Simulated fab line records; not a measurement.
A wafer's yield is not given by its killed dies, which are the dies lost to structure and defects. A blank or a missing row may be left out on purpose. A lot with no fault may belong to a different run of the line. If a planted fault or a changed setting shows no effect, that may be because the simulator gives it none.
Code-filled problem report in 8D (eight disciplines) form / flow sky130 / the parts of the form that need people (team, actions taken, sign-off) are left out

## 1. WHAT WENT WRONG
At SKY_METAL3_CD_MEAS_13, cd nm averages 200.2 nm over 6 wafers from 2 lots, while fault-free wafers read 300.2 nm, standard deviation 1.5. That puts it -67 standard deviations away from the usual mean.
The step: target cd 300 nm.
Seen first at day 41 23:00 on cd sem-01, wafer L194.1. The record holds 42 wafers of 14 lots with a number at this step. By rule, "out" or "out of limits" means more than 4 standard deviations away from the usual mean. Any other wafer with a number is counted as sound.

## 2. WHAT IT IS, WHAT IT ISN'T
question=which readings at this step | is=cd nm | is not=-
question=which lots | is=L194, L196 | is not=L184, L185, L187, L188, L189, L191, L192, L193, L202, L203, L204, L205
question=which wafers of those lots | is=all that have a number | is not=-
question=read on which gauges | is=cd sem-01 | is not=cd sem-02
question=when | is=from day 41 23:00 | is not=up to then (24 sound wafers); but 12 sound wafers of L202, L203, L204, L205 came after

## 3. WHAT RULES OUT EACH SUSPECT
Counting: any tool at a process step up to the reading is kept as a suspect provided that every lot that is out went through it and no sound lot did after the first of them.
- the gauge at SKY_METAL3_CD_MEAS_13: kept. All the wafers that are out were read on cd sem-01, and no step on other tools shows them out.
- krf scanner-02 at SKY_METAL3_EXPOSE_10 (exposes mask MM3, target cd 300 nm): ruled out as a lasting fault. The sound lots L203, L202 went through it after L194, its earliest lot that is out (day 41 10:11).
Remaining after the count: cd sem-01 at SKY_METAL3_CD_MEAS_13.

## 4. THE CAUSE (what the simulator had put in)
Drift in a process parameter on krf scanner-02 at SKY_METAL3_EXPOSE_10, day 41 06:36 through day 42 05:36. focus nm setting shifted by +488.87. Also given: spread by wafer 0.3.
It was ruled out by counting, in error; the rule expects a fault to strike all lots run on its tool from its start on, and this fault did not.

## 5. THE CHAIN OF EFFECTS, in route order
Each row: a reading whose mean over the struck wafers that have a number lies more than 3 standard deviations from the usual. Only readings whose record carries a usual standard deviation are examined. hours: median over the lots of the time between each lot's start at the first step of this table that gives one and its start at this step. sigmas: the change, counted in usual standard deviations.
hours=0; step=SKY_METAL3_CD_MEAS_13; reading=cd nm; usual=300.2 nm; on struck wafers=200.2; change=-100.0; sigmas=-67

## 6. HOW IT WOULD HAVE BEEN CAUGHT EARLIER
Counted from the fault's start at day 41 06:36, it took 16 hours until the first out-of-limits reading at a measuring or inspecting step in this record, taken at day 41 23:00.
No tool reading at SKY_METAL3_EXPOSE_10 that has a usual standard deviation in the record was out on any struck wafer, so an alarm limit of 4 standard deviations on those readings would not have fired.
